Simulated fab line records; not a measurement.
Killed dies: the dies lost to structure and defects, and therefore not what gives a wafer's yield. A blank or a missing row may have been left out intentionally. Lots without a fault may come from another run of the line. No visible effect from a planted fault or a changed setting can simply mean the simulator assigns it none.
A struck lot beside a sound one :: flow sky130 :: 16 steps out of a route of 708
Sound: the wafers L285.2, L285.3, L285.6. Struck: wafers L295.2, L295.4, L295.5. The cause is named last.
Order at every step that has rows: each side's tool, ch and its chambers, its first start. Under that, the readings that differ: sound wafers :: struck wafers :: difference of the means :: sigmas: that difference in standard deviations of wafers without a fault.
alike: same words and numbers on both sides, and readings whose means sit less than 2 such deviations apart. not compared: any withheld reading, any reading some wafer has no value for, any bound like >300 that may hide the same value, and any number with overlapping values for which the record gives no deviation.
A row with sigmas, a row that says differs or no value, or rows on one side alone: a step with any of these is where the two part. Numbers that don't overlap but have no deviation are shown without sigmas and don't part them. Lack of a reading on every wafer of one side parts them only where that side has two or more wafers.

SKY_NWELL_RS_MEAS_29: uses a four-point probe to measure.
  sound on film_metro-02 at day 6 16:35; struck on film_metro-04 at day 9 02:27
  alike: NWELL_RS
SKY_NWELL_RS_MEAS_31: uses a four-point probe to measure.
  sound on film_metro-02 at day 6 16:50; struck on film_metro-04 at day 9 02:41
  alike: PWDE_RS
then, 7 steps without rows for these wafers: SKY_VT_ADJUST_HVTP_DEHYDRATE_00 (time 60 s); SKY_VT_ADJUST_HVTP_HMDS_01 (prime time 60 s); SKY_VT_ADJUST_HVTP_COAT_02 (resist thk 1140 nm); SKY_VT_ADJUST_HVTP_SOFTBAKE_03 (time 60 s); SKY_VT_ADJUST_HVTP_EXPOSE_04 (exposes mask HVTPM, target cd 380 nm); SKY_VT_ADJUST_HVTP_PEB_05; SKY_VT_ADJUST_HVTP_DEVELOP_06 (develop time 60 s).
SKY_VT_ADJUST_HVTP_CD_MEAS_07: the cd target is 380 nm.
  sound on cd_sem-02 at day 7 12:37; struck on cd_sem-01 at day 9 22:34
  alike: cd_nm
SKY_VT_ADJUST_HVTP_OVL_MEAS_08:
  sound on overlay-01 at day 7 12:43; struck on overlay-01 at day 9 22:40
  alike: VT_ADJUST_HVTP_OVL
SKY_VT_ADJUST_HVTP_IMPLANT_09:
  sound on implanter-04 ch 0, day 7 12:47; struck on implanter-04 ch 0, day 9 22:44
reading: beam_energy_keV
sound: 149.96 149.95 149.98
struck: 132.00 131.97 131.94
difference: -17.99
sigmas: -99 or more

reading: model.implant.rp_nm (nm)
sound: 83.12 83.12 83.12
struck: 74.51 74.51 74.51
difference: -8.61
sigmas: 

reading: model.implant.drp_nm (nm)
sound: 33.4 33.4 33.4
struck: 30.12 30.12 30.12
difference: -3.28
sigmas: 
SKY_VT_ADJUST_HVTP_STRIP_10: strips in O2/N2.
  sound on plasma_asher-03 ch 1, day 7 12:54; struck on plasma_asher-03 ch 0,1, day 9 22:51
  alike: drypump_motor_current_A, oes_product_au, strip_time_to_endpoint_s
  not compared: rf_hours_counter_h
SKY_VT_ADJUST_HVTP_TW_MEAS_11:
  sound on film_metro-01 at day 7 13:01; struck on film_metro-02 at day 9 22:58
reading: VT_ADJUST_HVTP_TW
sound: 1340 1335 1340
struck: 1311 1310 1307
difference: -29
sigmas: -3
then, 1 step without rows for these wafers: SKY_VT_ADJUST_LVTN_DEHYDRATE_00 (time 60 s).
-- the record jumps here: 39 days lie between the struck wafers' starts before and after (it left off in module VT_ADJUST_LVTN and takes up again in module PAD_OPEN, whose first step shown is number 708 of the route) --
SKY_PAD_OPEN_PROBE_99:
  sound on prober-01 at day 47 08:37; struck on prober-01 at day 49 03:58
reading: model.etest.tip_p.rs_ohm_sq
sound: 6914 6907 6895
struck: 7194 7150 7197
difference: +275
sigmas: 

reading: model.etest.pfet_01v8.r_on_ohm_um
sound: 2951 2979 2898
struck: 3081 3126 3063
difference: +147
sigmas: 

reading: model.etest.pfet_01v8.drive_ua_um
sound: 188.8 185.8 191.4
struck: 176.2 173.5 179.3
difference: -12.3
sigmas: 

reading: model.etest.pfet_01v8_mvt.drive_ua_um
sound: 146.1 146.2 148.1
struck: 137.6 135.7 139.4
difference: -9.2
sigmas: 

reading: model.etest.pfet_01v8_hvt.drive_ua_um
sound: 140.9 138.8 142.1
struck: 128.8 127.7 131.5
difference: -11.3
sigmas: 

reading: model.etest.sram_pfet_latch.drive_ua_um
sound: 141.3 139.9 138.8
struck: 125.3 123.2 124
difference: -15.8
sigmas: 

reading: model.etest.pfet_01v8_mvt.off_log10_a_um
sound: -10.87 -11.09 -11
struck: -12.32 -12.33 -12.39
difference: -1.36
sigmas: 

reading: model.etest.pfet_01v8.off_log10_a_um
sound: -9.754 -9.936 -9.608
struck: -11.24 -11.34 -11.04
difference: -1.44
sigmas: 
  alike: killed_at_M0_to_M3, killed_at_M4_up, killed_at_contacts, killed_at_front_end, killed_at_other, killed_dies, killed_on_rim, killed_open, killed_short

## WHERE THEY PART
First at SKY_VT_ADJUST_HVTP_IMPLANT_09; last, within this record, at SKY_VT_ADJUST_HVTP_TW_MEAS_11. Later steps at which nothing parts them and some readings are alike: SKY_PAD_OPEN_PROBE_99.

WHY: the cause the simulator had injected
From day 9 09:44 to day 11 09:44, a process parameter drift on implanter-04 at SKY_VT_ADJUST_HVTP_IMPLANT_09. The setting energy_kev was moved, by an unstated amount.
